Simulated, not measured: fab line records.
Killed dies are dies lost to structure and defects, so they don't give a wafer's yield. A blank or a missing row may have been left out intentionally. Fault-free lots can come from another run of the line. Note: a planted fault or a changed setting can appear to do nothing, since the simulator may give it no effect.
Check for tools in common | flow gf180mcu | 42 wafers sampled across 12 lots

== WHAT PROMPTED THE OPENING ==
2 of 12 lots carry a flag on the reading NSD_RS at GF_PSD_RS_MEAS_14. Fault-free wafers read 46.15 ohm/sq, with a standard deviation of 0.097.
Rule: a lot is flagged when every wafer of it that has a number lies more than 4 standard deviations from that mean, or none has a number. As for the other lots, they are considered sound.

lot  | measured     | on            | NSD_RS (ohm/sq), wafer by wafer     | flag
L802 | day 14 04:17 | film metro-01 | 46.19 46.26 46.32                   |
L803 | day 14 10:09 | film metro-01 | 46.22 46.12 46.14                   |
L806 | day 15 15:17 | film metro-01 | 46.14 46.09 46.08                   |
L807 | day 15 19:31 | film metro-02 | 47.18 47.19 47.08 47.13 47.21 47.11 | FLAGGED
L809 | day 16 17:23 | film metro-01 | 47.05 47.13 47.18 47.08 47.14 47.15 | FLAGGED
L810 | day 17 01:49 | film metro-04 | 46.27 46.18 46.24                   |
L816 | day 19 11:34 | film metro-04 | 46.25 46.11 46.20                   |
L817 | day 19 18:31 | film metro-04 | 45.98 46.16 46.19                   |
L821 | day 21 03:29 | film metro-02 | 46.16 46.04 46.14                   |
L823 | day 21 11:55 | film metro-02 | 46.08 46.13 46.13                   |
L824 | day 22 01:13 | film metro-04 | 46.12 46.18 46.07                   |
L825 | day 22 08:13 | film metro-02 | 46.12 46.12 46.00                   |
Average over the flagged lots: 47.14 ohm/sq; offset from the usual +0.99 ohm/sq, equal to +10 standard deviations.

== WHICH TOOL RAN EACH LOT ==
The record holds 1 process step before the reading, out of a route of 602 steps. Cell contents, in order: the tool; ch with the chambers the sampled wafers went through; the start.
lot  | flag    | GF_PSD_RTA_13
L802 |         | rtp anneal-02 ch 0, day 14 04:11
L803 |         | rtp anneal-01 ch 0, day 14 10:04
L806 |         | rtp anneal-01 ch 0, day 15 15:11
L807 | FLAGGED | rtp anneal-01 ch 0, day 15 19:26
L809 | FLAGGED | rtp anneal-01 ch 0, day 16 17:18
L810 |         | rtp anneal-02 ch 0, day 17 01:44
L816 |         | rtp anneal-01 ch 0, day 19 11:29
L817 |         | rtp anneal-01 ch 0, day 19 18:26
L821 |         | rtp anneal-02 ch 0, day 21 03:23
L823 |         | rtp anneal-02 ch 0, day 21 11:50
L824 |         | rtp anneal-01 ch 0, day 22 01:08
L825 |         | rtp anneal-01 ch 0, day 22 08:07
What the steps here do:
- GF_PSD_RTA_13: time 20 s.
- GF_PSD_RS_MEAS_14: measures by four-point-probe.

== FLAGGED OVER TOTAL, TOOL BY TOOL (the gauges that took the reading come last) ==
step              | tool          | lots run | flagged | share of the flagged lots | sound lots run after its first flagged lot
GF_PSD_RTA_13     | rtp anneal-01 | 8        | 2       | all                       | 4 (L816,L817,L824,L825)
GF_PSD_RTA_13     | rtp anneal-02 | 4        | 0       | none                      | -
GF_PSD_RS_MEAS_14 | film metro-01 | 4        | 1       | some                      | 0
GF_PSD_RS_MEAS_14 | film metro-02 | 4        | 1       | some                      | 3 (L821,L823,L825)
GF_PSD_RS_MEAS_14 | film metro-04 | 4        | 0       | none                      | -

== WHAT THE TABLE PERMITS ==
All flagged lots share 1 row of the table, namely rtp anneal-01 at GF_PSD_RTA_13.
- rtp anneal-01 at GF_PSD_RTA_13: 2 of its 8 lots flagged. After the first flagged lot (L816, L817, L824, L825), sound lots still ran on it; a lasting fault on the whole tool would not permit that. Its own readings (run length s) fall more than 4 standard deviations out on all wafers of the flagged lots.
None of the table's rows ran every flagged lot and, after the first, no sound lot.

== WHAT WAS PUT IN BY THE SIMULATOR ==
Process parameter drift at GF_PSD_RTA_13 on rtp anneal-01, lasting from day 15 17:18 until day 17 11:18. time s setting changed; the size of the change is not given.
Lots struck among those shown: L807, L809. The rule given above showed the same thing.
